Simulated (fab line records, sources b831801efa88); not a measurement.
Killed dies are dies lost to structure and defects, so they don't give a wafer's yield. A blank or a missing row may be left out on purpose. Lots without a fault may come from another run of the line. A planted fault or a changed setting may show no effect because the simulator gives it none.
Chamber matching | flow gf180mcu | GF_STI_CMP_25 on cmp-02: 4 sister chambers
The step polishes, stops on Si3N4, t overpolish 33 s, target thk 524.6 nm. 4 wafers are shown with their chamber, then 8 later ones without.

WAFERS WITH THEIR CHAMBER
wafer  | chamber | motor_current_A (A)
L078.4 | 0       | 12.5
L084.1 | 3       | 12.3
L084.5 | 1       | 11.7
L086.1 | 2       | 12.1

WAFERS WITHOUT THEIR CHAMBER
wafer  | motor_current_A (A)
L086.4 | 11.6
L086.5 | 12.0
L093.1 | 11.7
L093.2 | 11.8
L093.5 | 12.2
L096.1 | 11.3
L096.2 | 12.4
L096.4 | 12.6

WHICH CHAMBER EACH WENT THROUGH
wafer  | from the rows above          | in truth
L086.4 | 1                            | 1
L086.5 | can't be placed: 2 or 1 or 3 | 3
L093.1 | 1                            | 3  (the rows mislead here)
L093.2 | can't be placed: 1 or 2      | 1
L093.5 | can't be placed: 2 or 3 or 0 | 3
L096.1 | 1                            | 1
L096.2 | can't be placed: 0 or 3 or 2 | 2
L096.4 | can't be placed: 0 or 3      | 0
Placed correctly: 2 of 8. Can't be placed from these rows: 5 (the true chamber is among the candidates in 5). Placed wrongly: 1.
How it was worked out, from the rows above alone: a wafer's distance from a chamber is the root of the sum, over the readings, of the square of ((its reading less the chamber's mean) divided by the reading's scatter). The wafer belongs to the nearest chamber; if the next one is less than 2 further off, it can't be placed. A chamber's mean is the mean of its shown wafers. The scatter: with one shown wafer a chamber, the root of the mean of the squares of how far each hidden wafer lies from its nearest shown one.
